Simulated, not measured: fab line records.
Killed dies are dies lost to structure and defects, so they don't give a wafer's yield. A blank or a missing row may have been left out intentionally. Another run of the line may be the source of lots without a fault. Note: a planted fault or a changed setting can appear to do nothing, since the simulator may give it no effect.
Chamber matching || flow gf180mcu || GF_V3_CVD_00 on hdpcvd-02 has 3 sister chambers
The step deposits SiO2, target thk 600 nm, time 100 s. 5 wafers are shown with their chamber, then 7 later ones without.

== WAFERS, EACH WITH ITS CHAMBER ==
{"wafer": "L208.3", "chamber": 1, "susceptor-temp-C (C)": 399.99, "sih4-flow-sccm (sccm)": 60.10}
{"wafer": "L214.4", "chamber": 0, "susceptor-temp-C (C)": 399.80, "sih4-flow-sccm (sccm)": 59.85}
{"wafer": "L214.6", "chamber": 2, "susceptor-temp-C (C)": 400.00, "sih4-flow-sccm (sccm)": 59.84}
{"wafer": "L223.2", "chamber": 2, "susceptor-temp-C (C)": 399.90, "sih4-flow-sccm (sccm)": 59.83}
{"wafer": "L223.3", "chamber": 0, "susceptor-temp-C (C)": 399.88, "sih4-flow-sccm (sccm)": 59.87}

== WAFERS MISSING THEIR CHAMBER ==
{"wafer": "L223.5", "susceptor-temp-C (C)": 399.99, "sih4-flow-sccm (sccm)": 59.80}
{"wafer": "L225.1", "susceptor-temp-C (C)": 400.19, "sih4-flow-sccm (sccm)": 60.02}
{"wafer": "L225.3", "susceptor-temp-C (C)": 400.00, "sih4-flow-sccm (sccm)": 60.01}
{"wafer": "L225.5", "susceptor-temp-C (C)": 399.68, "sih4-flow-sccm (sccm)": 60.06}
{"wafer": "L227.1", "susceptor-temp-C (C)": 399.97, "sih4-flow-sccm (sccm)": 60.04}
{"wafer": "L227.3", "susceptor-temp-C (C)": 400.42, "sih4-flow-sccm (sccm)": 59.91}
{"wafer": "L227.5", "susceptor-temp-C (C)": 400.01, "sih4-flow-sccm (sccm)": 60.22}

== WHICH CHAMBER EACH WENT THROUGH ==
{"wafer": "L223.5", "from the rows above": 2, "in truth": 2}
{"wafer": "L225.1", "from the rows above": 1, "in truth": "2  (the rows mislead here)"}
{"wafer": "L225.3", "from the rows above": 1, "in truth": 1}
{"wafer": "L225.5", "from the rows above": 1, "in truth": 1}
{"wafer": "L227.1", "from the rows above": 1, "in truth": 1}
{"wafer": "L227.3", "from the rows above": "can't be placed: 2 or 0", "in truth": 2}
{"wafer": "L227.5", "from the rows above": 1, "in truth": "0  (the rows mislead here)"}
4 of 7 placed correctly. Cannot be placed on the basis of these rows: 1; the candidates contain the true chamber in 1. Placed wrongly: 2.
How it was worked out, from the rows above alone: a wafer's distance from a chamber is the root of the sum, over the readings, of the square of ((its reading less the chamber's mean) divided by the reading's scatter). The wafer belongs to the nearest chamber; if the next one is less than 2 further off, it can't be placed. The mean given for a chamber averages the wafers shown for that chamber. How the scatter is found: for the shown wafers, subtract from each reading the mean of its chamber, square and add these, divide the total by (wafers less chambers), then take the root.
